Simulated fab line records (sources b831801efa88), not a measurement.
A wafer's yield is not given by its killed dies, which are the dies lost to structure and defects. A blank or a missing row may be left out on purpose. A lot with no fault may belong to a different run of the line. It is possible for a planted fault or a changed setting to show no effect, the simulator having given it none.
A struck lot beside a sound one	flow sky130	16 steps out of a route of 708
Sound: wafers L864.1, L864.4, L864.6. Struck: wafer L876.3. (L876.1, L876.2 of the same lot were not struck and are left out.) The cause comes at the end.
At each step with rows: each side's tool, then ch and its chambers, then its first start. Under that, the readings that differ: sound wafers	struck wafers	difference of the means	sigmas: that difference in standard deviations of wafers without a fault.
alike: words and numbers the same on both sides, and readings whose means are apart by under 2 such deviations; not compared: readings that were withheld, readings missing a value for some wafer, numbers with overlapping values and no deviation given by the record, and bounds like >300 which may hide the same value.
A row with sigmas, a row that says differs or no value, or rows on one side alone: a step with any of these is where the two part. Numbers that have no deviation but don't overlap get no sigmas and don't part them. Lack of a reading on every wafer of one side parts them only where that side has two or more wafers.

first, 4 steps without rows for these wafers: SKY_LDD_N_IMPLANT_12; SKY_LDD_N_IMPLANT_13; SKY_LDD_N_IMPLANT_14; SKY_LDD_N_IMPLANT_15.
SKY_LDD_N_STRIP_16: strips in O2/N2.
  sound on plasma_asher-03 ch 0,1, day 17 05:25; struck on plasma_asher-03 ch 1, day 22 13:04
  alike: drypump_motor_current_A, oes_product_au, strip_time_to_endpoint_s
  not compared: rf_hours_counter_h
SKY_LDD_N_TW_MEAS_17:
  sound on film_metro-03, day 17 05:31; struck on film_metro-03, day 22 13:10
  alike: LDD_N_TW
then, 6 steps without rows for these wafers: SKY_LDD_P_DEHYDRATE_00 (time 60 s); SKY_LDD_P_HMDS_01 (prime time 60 s); SKY_LDD_P_COAT_02 (resist thk 1140 nm); SKY_LDD_P_SOFTBAKE_03 (time 60 s); SKY_LDD_P_EXPOSE_04 (exposes mask PSDM, target cd 380 nm); SKY_LDD_P_PEB_05.
SKY_LDD_P_DEVELOP_06: develop time 60 s.
  sound on litho_track-04 ch 0, day 18 10:17; struck on litho_track-03 ch 0, day 23 19:50
  alike: developer_temp_C
SKY_LDD_P_CD_MEAS_07: the cd target is 380 nm.
  sound on cd_sem-01, day 18 10:26; struck on cd_sem-01, day 23 20:16
reading	sound	struck	difference	sigmas
cd_nm (nm)	379.6 381.4 381.1	414.0	+33.3	+13
  not compared: hold
SKY_LDD_P_OVL_MEAS_08:
  sound on overlay-02, day 18 10:33; struck on overlay-01, day 24 02:02
reading	sound	struck	difference	sigmas
hold	- - -	await_dispo/5.6h/release	no value on the sound wafers	
  alike: LDD_P_OVL
-- a jump in the record: the struck wafers' starts before and after are 25 days apart (it breaks off in module LDD_P and resumes in module PAD_OPEN, where the first step shown is number 708 of the route) --
SKY_PAD_OPEN_PROBE_99:
  sound on prober-01, day 45 12:15; struck on prober-01, day 49 01:25
reading	sound	struck	difference	sigmas
killed_on_rim	16 17 17	7	-10	-2
  alike: killed_at_M0_to_M3, killed_at_M4_up, killed_at_contacts, killed_at_front_end, killed_at_other, killed_dies, killed_open, killed_short

== WHERE THEY PART ==
Earliest at SKY_LDD_P_CD_MEAS_07; latest, in this record, at SKY_PAD_OPEN_PROBE_99.

WHY: the cause the simulator had injected
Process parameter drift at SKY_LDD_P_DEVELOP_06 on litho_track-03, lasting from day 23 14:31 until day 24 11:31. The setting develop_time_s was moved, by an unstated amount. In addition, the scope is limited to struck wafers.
